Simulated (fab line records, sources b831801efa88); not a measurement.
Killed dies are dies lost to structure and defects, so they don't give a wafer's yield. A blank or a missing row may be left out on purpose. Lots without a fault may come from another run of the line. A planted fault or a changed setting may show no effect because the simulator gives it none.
Which tool did it? | flow sky130 | 14 lots, 42 wafers sampled, at 3 steps of a route of 708

WHAT THE GAUGES READ, wafer by wafer
SKY_VT_ADJUST_PCH_OVL_MEAS_07.
lot  | measured     | on         | VT_ADJUST_PCH_OVL (nm)
L738 | day 10 08:57 | overlay-02 | -4.2 -4.3 -2.7
L740 | day 11 03:10 | overlay-02 | -3.7 -3.0 -3.3
L743 | day 11 19:52 | overlay-02 | 0.1 0.1 0.8
L744 | day 12 07:50 | overlay-01 | -1.1 -4.5 -1.8
L745 | day 12 14:20 | overlay-02 | 1.1 -0.2 0.9
L746 | day 12 18:11 | overlay-02 | -2.3 -2.4 -2.0
L749 | day 13 18:29 | overlay-01 | -1.1 -1.5 -2.8
L750 | day 14 07:05 | overlay-01 | -2.1 -1.9 -5.3
L752 | day 14 21:36 | overlay-01 | -2.3 -2.6 -0.2
L757 | day 16 19:23 | overlay-02 | -2.3 -3.0 -1.8
L758 | day 16 22:07 | overlay-01 | -1.3 -0.6 -2.0
L759 | day 17 03:50 | overlay-02 | -0.9 -1.4 -0.8
L760 | day 17 11:23 | overlay-01 | -2.3 -2.9 -4.1
L761 | day 17 21:02 | overlay-02 | -1.1 -3.1 0.0

SKY_SONOS_TUNNEL_CD_MEAS_07: target cd 410 nm.
lot  | measured     | on        | cd_nm (nm)
L738 | day 11 08:26 | cd_sem-01 | 409.5 408.2 407.9
L740 | day 12 03:00 | cd_sem-01 | 408.3 409.7 408.1
L743 | day 12 20:17 | cd_sem-01 | 409.3 410.0 408.2
L744 | day 13 09:12 | cd_sem-01 | 414.4 413.9 413.5
L745 | day 13 15:33 | cd_sem-01 | 411.9 411.7 412.9
L746 | day 13 18:47 | cd_sem-02 | 407.7 404.4 406.8
L749 | day 14 20:02 | cd_sem-01 | 409.8 409.3 408.8
L750 | day 15 09:26 | cd_sem-01 | 410.9 411.5 411.2
L752 | day 16 01:04 | cd_sem-01 | 407.1 409.6 406.5
L757 | day 18 00:17 | cd_sem-02 | 410.0 410.4 409.1
L758 | day 18 03:25 | cd_sem-02 | 411.1 410.6 410.2
L759 | day 18 09:25 | cd_sem-02 | 413.0 412.4 412.6
L760 | day 18 17:30 | cd_sem-02 | 410.9 411.2 413.5
L761 | day 19 03:32 | cd_sem-01 | 408.0 409.5 407.1

SKY_SONOS_ONO_CD_MEAS_13: target cd 410 nm.
lot  | measured     | on        | cd_nm (nm)
L738 | day 12 13:52 | cd_sem-01 | 409.7 410.2 409.8
L740 | day 13 10:28 | cd_sem-02 | 408.4 411.5 411.6
L743 | day 14 04:14 | cd_sem-02 | 409.2 408.1 407.2
L744 | day 14 19:45 | cd_sem-02 | 407.7 408.0 408.0
L745 | day 15 06:45 | cd_sem-02 | 413.4 408.0 410.3
L746 | day 15 07:01 | cd_sem-01 | 408.1 408.0 409.5
L749 | day 16 04:04 | cd_sem-01 | 407.5 408.2 410.2
L750 | day 16 18:33 | cd_sem-01 | 409.6 407.0 410.2
L752 | day 17 09:49 | cd_sem-01 | 409.1 409.8 409.5
L757 | day 19 12:53 | cd_sem-01 | 411.6 410.6 409.2
L758 | day 19 15:58 | cd_sem-01 | 412.7 413.4 412.4
L759 | day 19 20:56 | cd_sem-02 | 409.2 409.0 408.7
L760 | day 20 06:48 | cd_sem-01 | 413.8 415.5 416.1
L761 | day 20 14:36 | cd_sem-01 | 413.8 415.0 413.2

WHICH TOOL RAN EACH LOT (tool, then ch and the chambers of the sampled wafers, then the start)
The record holds no process step before these readings.

WHAT THE TOOLS THEMSELVES READ (means of the sampled wafers that have a number; where no wafer has one, the mark that the record gives instead)
The record holds no such reading with a usual standard deviation.

THE ANSWER, worked out from the rows above alone
Rule: what is usual is taken from the lots themselves. Put in order of their means at a reading, lots are off if they are a third of the lots or fewer, leave a main group of 4 or more, and stand apart from it by a gap of 3 or more times the standard deviation of the main group's means; of several such gaps the widest counts. A main group whose means are all the same, to the digits that the tables above print for the reading, isn't used. A lot without any number at a reading at which 4 lots or more have one is off too. The other lots that the step has rows for count as sound. The gauges are gone through in route order, then the tools' own readings, and for those a lot's mean is taken as printed above. The first step at which some lot is off is used, and at that step the reading that is off furthest; a lot without a number counts as furthest.
No lot is off at any reading shown: from this, nothing can be told.

WHAT THE SIMULATOR HAD PUT IN
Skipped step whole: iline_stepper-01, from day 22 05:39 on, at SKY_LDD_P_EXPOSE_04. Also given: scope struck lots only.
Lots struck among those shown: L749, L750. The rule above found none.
